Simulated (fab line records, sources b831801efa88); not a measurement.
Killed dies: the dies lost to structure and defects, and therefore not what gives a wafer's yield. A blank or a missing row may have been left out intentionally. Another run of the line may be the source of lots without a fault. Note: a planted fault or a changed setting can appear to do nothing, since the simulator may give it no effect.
What tool caused it?	flow gf180mcu	7 lots (21 wafers sampled), 1 step of a 602-step route

== WHAT THE GAUGES READ, wafer by wafer ==
GF_HV_LDD_CD_MEAS_19 targets a cd of 400 nm.
lot	measured	on	cd-nm (nm)
L535	day 11 06:52	cd-sem-01	398.4 397.4 395.0
L538	day 12 08:52	cd-sem-02	399.5 399.0 399.0
L540	day 13 03:52	cd-sem-01	398.2 397.8 397.3
L543	day 13 23:37	cd-sem-02	399.8 400.2 400.0
L546	day 14 16:52	cd-sem-01	397.1 399.5 399.0
L553	day 17 06:22	cd-sem-01	404.1 401.3 400.4
L557	day 18 08:11	cd-sem-01	400.7 399.0 399.5

== WHICH TOOL RAN EACH LOT (tool, then ch and the chambers of the sampled wafers, then the start) ==
The record holds no process step before these readings.

== THE ANSWER, worked out from the rows above alone ==
Rule: the usual values come from the lots themselves. The widest of any qualifying gaps counts: lots, ordered by their means at a reading, are off when they make up no more than a third of the lots, leave a main group of 4 or more, and stand apart from it by 3 or more times the standard deviation of that group's means. A main group whose means are all the same, to the digits that the tables above print for the reading, isn't used. A lot without any number at a reading at which 4 lots or more have one is off too. Any other lot the step has rows for is counted as sound.
None of the lots is off at any reading shown; this tells nothing.

== WHAT HAD BEEN PUT IN BY THE SIMULATOR ==
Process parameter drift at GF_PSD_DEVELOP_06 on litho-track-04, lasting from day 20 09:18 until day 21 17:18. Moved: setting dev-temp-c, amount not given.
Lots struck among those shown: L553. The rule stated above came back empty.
